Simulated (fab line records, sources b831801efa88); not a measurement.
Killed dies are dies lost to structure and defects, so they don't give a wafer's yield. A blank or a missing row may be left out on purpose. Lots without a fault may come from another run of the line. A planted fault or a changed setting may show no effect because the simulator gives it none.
Split-lot experiment | flow gf180mcu | 5 lots, 23 wafers read, on a route of 602 steps

THE SPLIT
At GF_HV_LDD_DEVELOP_06 (develop time 60 s), the setting develop_time_s was moved away from the recipe's 60 s on 6 of the 23 wafers read, by -12.4% to -5.6%. The other wafers ran this setting at the recipe's value.

The file shows no step between the split and the reading.

THE READING
cd_nm, in nm, at GF_HV_LDD_CD_MEAS_07 (target cd 400 nm). Fault-free wafers of this fab line usually give 400.7 nm, standard deviation 1.6 nm.

wafer  | tool, chamber at the split | develop_time_s as run, s | against the recipe | cd_nm, nm | against lot-mates on the recipe
L075.1 | litho_track-03, 0          | 60                       | recipe             | 402.1     | -
L075.2 | litho_track-03, 0          | 60                       | recipe             | 401.2     | -
L075.3 | litho_track-03, 0          | 60                       | recipe             | 400.2     | -
L075.4 | litho_track-03, 0          | 60                       | recipe             | 398.8     | -
L075.5 | litho_track-03, 0          | 60                       | recipe             | 400.8     | -
L076.2 | litho_track-01, 0          | 60                       | recipe             | 399.9     | -
L076.3 | litho_track-01, 0          | 56.65                    | -5.6%              | 396.7     | -4.2
L076.4 | litho_track-01, 0          | 56.65                    | -5.6%              | 397.4     | -3.6
L076.5 | litho_track-01, 0          | 60                       | recipe             | 402.0     | -
L076.6 | litho_track-01, 0          | 56.65                    | -5.6%              | 396.9     | -4.1
L082.1 | litho_track-01, 0          | 60                       | recipe             | 402.3     | -
L082.2 | litho_track-01, 0          | 60                       | recipe             | 400.2     | -
L082.4 | litho_track-01, 0          | 60                       | recipe             | 400.0     | -
L082.5 | litho_track-01, 0          | 60                       | recipe             | 398.2     | -
L082.6 | litho_track-01, 0          | 60                       | recipe             | 398.8     | -
L083.1 | litho_track-02, 0          | 52.56                    | -12.4%             | 387.5     | -13.7
L083.2 | litho_track-02, 0          | 52.56                    | -12.4%             | 388.2     | -13.0
L083.3 | litho_track-02, 0          | 52.56                    | -12.4%             | 386.6     | -14.6
L083.4 | litho_track-02, 0          | 60                       | recipe             | 400.0     | -
L083.6 | litho_track-02, 0          | 60                       | recipe             | 402.4     | -
L084.2 | litho_track-01, 0          | 60                       | recipe             | 399.8     | -
L084.3 | litho_track-01, 0          | 60                       | recipe             | 401.2     | -
L084.5 | litho_track-01, 0          | 60                       | recipe             | 399.4     | -

THE FIT
A straight line over all 23 wafers: cd_nm changes by +0.993 nm for each +1% of develop_time_s; r = +0.95; the points scatter about the line by 1.4 nm.
The same after taking each lot's own level away (the mean of its wafers on the recipe; 23 wafers): +1.06 nm for each +1%; r = +0.96; scatter 1.3 nm.
On that fit, the largest move of develop_time_s shifts the reading by 13 nm.
The lots' own levels span 399.90 to 401.20 nm, that is 0.8 times the standard deviation above.
So the lot-to-lot level changes the slope little: the two slopes agree.
Check: with one of the wafers moved furthest among these (-12.4%) left out of the fit, the line predicts -12.7 nm for it against its lot-mates. It came out at -13.7 nm against them.

OTHER SPLITS ON THESE WAFERS
These wafers also went through other splits before the reading. Each is held against what the fit with the lots' levels taken away leaves over:
other split on the same wafers      | wafers away from the commonest value | r with cd_nm (lot level and that fit taken away)
GF_POLY_GATE_CVD_00 time_s          | 18                                   | +0.28
GF_POLY_GATE_DEVELOP_09 dev_temp_c  | 5                                    | -0.11
GF_POLY_GATE_OXIDATION_16 ox_time_s | 18                                   | +0.02

THE FILE'S OWN FIT
cd_nm changes by +1.04 nm for each +1% of develop_time_s, r = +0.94.
